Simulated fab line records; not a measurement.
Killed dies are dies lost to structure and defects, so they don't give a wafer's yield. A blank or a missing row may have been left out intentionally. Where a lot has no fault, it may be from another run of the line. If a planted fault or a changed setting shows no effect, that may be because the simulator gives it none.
fab line records ; flow gf180mcu
record lots=5; wafers=23
route steps=602 shown V5@544 TOP_METAL@570
start_h: start of the lot's first displayed wafer, in hours after the record's first day ; wait_h: hours from the lot's prior step to this one ; " as in the row above ; L1.1+2: a row that stands for several wafers ; - no value present, or no start provided ; * or withheld: withheld ; < > ~ a bound
route shown NAME@n: a module of which the file shows steps, and the number in the route of the first ; usual: average and standard deviation across the fault-free wafers ; same: alike in all rows ; chamber/n: place in a boat ; sites: per-site readings ; _std_site: the standard deviation of these ; _edge_site: the outer-site mean with the inner-site mean subtracted ; radius_mm: for every site, how far away it sits from the centre of the wafer ; mask NAME#n: copy n ; behind: tool/chamber where the wafer was last shaped ; hold: reason for holding the lot/hours on hold/outcome of the hold ; device: the transistor (n, p or np) that didn't switch ; end of line: the route-end tests of the same wafers ; a step without rows: its recipe alone ; killed: count of dies lost to structure and defects at first sort (not the wafer's yield) ; map: dies across one wafer; x = killed, . = not, _ = none there
set.NAME: the setting as run; set.NAME@STEP: as run at that earlier step ; model.NAME: the simulator's own value behind a step, which no gauge read
lots run with intentionally changed settings; tables by step, rows by wafer
## steps
# step GF_V5_CMP_04
# recipe material=SiO2; down_force_psi=4; platen_rpm=60; pad_velocity_m_s=0.94248
lot.wafer;tool;chamber;start_h;wait_h;set.leave_above_ref_nm;model.SiO2_of_V5_CVD_02.thk_nm
L075.3;cmp-01;3;615.11;0.1;855;856.1
L075.1;cmp-01;0;615.11;0.1;897.3;899.1
L075.2;cmp-01;1;615.11;0.1;855;856.7
L075.6;cmp-01;2;615.11;0.1;855;854.6
L075.5;cmp-01;3;615.11;0.1;897.3;897.6
L077.2;cmp-02;0;634.12;0.0;855;854.7
L077.1;cmp-02;2;634.12;0.0;855;857.2
L077.5;cmp-02;0;634.12;0.0;855;854.9
L082.1;cmp-01;2;665.90;0.1;855;856.5
L082.2;cmp-01;3;665.90;0.1;855;855.2
L082.4;cmp-01;0;665.90;0.1;855;856
L082.6;cmp-01;2;665.90;0.1;855;853.6
L082.5;cmp-01;3;665.90;0.1;855;855.3
L083.2;cmp-01;2;675.91;0.0;855;854.2
L083.3;cmp-01;3;675.91;0.0;890.7;891.3
L083.1;cmp-01;0;675.91;0.0;855;856.6
L083.5;cmp-01;2;675.91;0.0;890.7;890.9
L083.6;cmp-01;3;675.91;0.0;890.7;891.5
L084.4;cmp-02;1;691.22;0.1;914.2;914.5
L084.3;cmp-02;3;691.22;0.1;914.2;914.6
L084.1;cmp-02;0;691.22;0.1;914.2;913.3
L084.5;cmp-02;1;691.22;0.1;855;856.4
L084.6;cmp-02;2;691.22;0.1;855;856.7
# step GF_V5_SOFTBAKE_10
# recipe temp_c=130; time_s=60; resist=KrF
lot.wafer;tool;chamber;start_h;wait_h;set.temp_c
L075.1+2;litho_track-02;0;-;-;130
L075.3+5+6;litho_track-02;0;-;-;133.1
L077.1+2+5;litho_track-02;0;-;-;130
L082.1+2+4+5+6;litho_track-02;0;-;-;130
L083.1+3+6;litho_track-01;0;-;-;126.9
L083.2+5;litho_track-01;0;-;-;130
L084.1+3+5;litho_track-02;0;-;-;130
L084.4+6;litho_track-02;0;-;-;127.9
# step GF_V5_EXPOSE_11
# recipe mask_id=Via5; target_cd_nm=260; na=0.68; source_shape=conventional; sigma_outer=0.6; dose_mj=37.31
# step GF_V5_PEB_12
# recipe peb_temp_c=135; peb_time_s=90; resist=KrF
# step GF_V5_ETCH_16
# recipe chemistry=N2/H2; target_depth_a=withheld; overetch_a=withheld; time_s=withheld; target=BARC; ion_energy_ev=200; source_w=500; bias_w=100; pressure_mtorr=30; n2_flow_sccm=100; h2_flow_sccm=200
# step GF_V5_ETCH_17
# recipe chemistry=C4F8/O2/Ar; mask_material=KrF; target=SiO2; stop_on=TiN; source_w=1500; bias_w=1200; pressure_mtorr=40; c4f8_flow_sccm=withheld; O2_flow_sccm=6; Ar_flow_sccm=300; time_s=withheld; target_depth_a=8550
# usual oes_product_au=0.859/0.0046
lot.wafer;tool;chamber;start_h;wait_h;set.leave_above_ref_nm@V5_CMP_04;oes_product_au
L075.1;rie_diel-03;3;-;-;897.3;0.885
L075.2;rie_diel-03;0;-;-;855;0.861
L075.3;rie_diel-03;2;-;-;855;0.858
L075.5;rie_diel-03;1;-;-;897.3;0.886
L075.6;rie_diel-03;2;-;-;855;0.860
L077.1;rie_diel-01;1;-;-;855;0.863
L077.2;rie_diel-01;0;-;-;855;0.858
L077.5;rie_diel-01;0;-;-;855;0.859
L082.1;rie_diel-01;1;-;-;855;0.866
L082.2;rie_diel-01;2;-;-;855;0.857
L082.4;rie_diel-01;3;-;-;855;0.859
L082.5;rie_diel-01;1;-;-;855;0.862
L082.6;rie_diel-01;2;-;-;855;0.855
L083.1;rie_diel-01;1;-;-;855;0.858
L083.2;rie_diel-01;2;-;-;855;0.854
L083.3;rie_diel-01;0;-;-;890.7;0.877
L083.5;rie_diel-01;2;-;-;890.7;0.879
L083.6;rie_diel-01;3;-;-;890.7;0.882
L084.1;rie_diel-01;2;-;-;914.2;0.896
L084.3;rie_diel-01;0;-;-;914.2;0.895
L084.4;rie_diel-01;3;-;-;914.2;0.893
L084.5;rie_diel-01;0;-;-;855;0.865
L084.6;rie_diel-01;3;-;-;855;0.861
# step GF_TOP_METAL_SPUTTER_03
# recipe material=Ti; target_thk_nm=5; substrate_temp_c=300; chamber_pressure_pa=0.3; power_w=3000; time_s=3.3
lot.wafer;tool;chamber;start_h;wait_h;set.time_s;model.Ti_of_TOP_METAL_SPUTTER_03.thk_nm
L075.1;pvd_sputter-02;-;637.79;0.0;3.3;4.658
L075.2;pvd_sputter-02;-;637.79;0.0;3.476;5.252
L075.3;pvd_sputter-02;-;637.79;0.0;3.3;4.769
L075.5;pvd_sputter-02;-;637.79;0.0;3.476;4.937
L075.6;pvd_sputter-02;-;637.79;0.0;3.476;4.919
L077.1;pvd_sputter-04;-;656.07;0.0;3.3;4.893
L077.2;pvd_sputter-04;-;656.07;0.0;3.3;4.989
L077.5;pvd_sputter-04;-;656.07;0.0;3.3;4.742
L082.1;pvd_sputter-04;-;687.06;0.0;3.3;5.175
L082.2;pvd_sputter-04;-;687.06;0.0;3.3;5.267
L082.4;pvd_sputter-04;-;687.06;0.0;3.009;4.569
L082.5;pvd_sputter-04;-;687.06;0.0;3.009;4.794
L082.6;pvd_sputter-04;-;687.06;0.0;3.3;5.018
L083.1;pvd_sputter-02;-;696.77;0.0;3.722;5.422
L083.2;pvd_sputter-02;-;696.77;0.0;3.722;5.49
L083.3;pvd_sputter-02;-;696.77;0.0;3.3;4.717
L083.5;pvd_sputter-02;-;696.77;0.0;3.722;5.394
L083.6;pvd_sputter-02;-;696.77;0.0;3.3;4.901
L084.1;pvd_sputter-02;-;711.42;0.0;3.3;4.921
L084.3;pvd_sputter-02;-;711.42;0.0;3.768;5.717
L084.4;pvd_sputter-02;-;711.42;0.0;3.3;4.984
L084.5;pvd_sputter-02;-;711.42;0.0;3.768;5.531
L084.6;pvd_sputter-02;-;711.42;0.0;3.3;4.785
# step GF_TOP_METAL_DEVELOP_13
# recipe develop_time_s=60; dev_temp_c=23
lot.wafer;tool;chamber;start_h;wait_h;set.develop_time_s
L075.1+2+3+5+6;litho_track-04;0;656.70;0.1;60
L077.1+2+5;litho_track-04;0;675.45;0.1;60
L082.1+5;litho_track-03;0;705.54;0.1;51.5
L082.2+4+6;litho_track-03;0;705.54;0.1;60
L083.1+2+6;litho_track-04;0;714.80;0.1;60
L083.3+5;litho_track-04;0;714.80;0.1;68.67
L084.1+4+5;litho_track-04;0;728.85;0.1;60
L084.3+6;litho_track-04;0;728.85;0.1;63.53
# step GF_TOP_METAL_CD_MEAS_14
# recipe target_cd_nm=440
# usual cd_nm=440.5/1.9
lot.wafer;tool;chamber;start_h;wait_h;set.develop_time_s@TOP_METAL_DEVELOP_13;cd_nm
L075.1;cd_sem-02;-;656.85;0.1;60;442.0
L075.2;cd_sem-02;-;656.85;0.1;60;442.5
L075.3;cd_sem-02;-;656.85;0.1;60;444.0
L075.5;cd_sem-02;-;656.85;0.1;60;440.8
L075.6;cd_sem-02;-;656.85;0.1;60;444.1
L077.1;cd_sem-01;-;675.60;0.1;60;443.3
L077.2;cd_sem-01;-;675.60;0.1;60;442.2
L077.5;cd_sem-01;-;675.60;0.1;60;443.6
L082.1;cd_sem-01;-;705.69;0.1;51.5;454.4
L082.2;cd_sem-01;-;705.69;0.1;60;440.7
L082.4;cd_sem-01;-;705.69;0.1;60;437.8
L082.5;cd_sem-01;-;705.69;0.1;51.5;456.3
L082.6;cd_sem-01;-;705.69;0.1;60;439.3
L083.1;cd_sem-02;-;714.95;0.1;60;441.3
L083.2;cd_sem-02;-;714.95;0.1;60;438.6
L083.3;cd_sem-02;-;714.95;0.1;68.67;427.1
L083.5;cd_sem-02;-;714.95;0.1;68.67;428.4
L083.6;cd_sem-02;-;714.95;0.1;60;439.1
L084.1;cd_sem-01;-;729.00;0.1;60;440.2
L084.3;cd_sem-01;-;729.00;0.1;63.53;436.4
L084.4;cd_sem-01;-;729.00;0.1;60;440.8
L084.5;cd_sem-01;-;729.00;0.1;60;439.6
L084.6;cd_sem-01;-;729.00;0.1;63.53;437.4
## key
split step=GF_V5_CMP_04; setting=leave_above_ref_nm; stated=855; by=wafer
response step=GF_V5_CMP_04; reading=model.SiO2_of_V5_CVD_02.thk_nm; change=+8.44; per=1%; r=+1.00
response step=GF_V5_ETCH_17; reading=oes_product_au; change=+0.0049; per=1%; r=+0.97
split step=GF_V5_SOFTBAKE_10; setting=temp_c; stated=130; by=wafer
response none clear
split step=GF_TOP_METAL_SPUTTER_03; setting=time_s; stated=3.3; by=wafer
response step=GF_TOP_METAL_SPUTTER_03; reading=model.Ti_of_TOP_METAL_SPUTTER_03.thk_nm; change=+0.0514; per=1%; r=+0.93
split step=GF_TOP_METAL_DEVELOP_13; setting=develop_time_s; stated=60; by=wafer
response step=GF_TOP_METAL_CD_MEAS_14; reading=cd_nm; change=-0.944; per=1%; r=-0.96
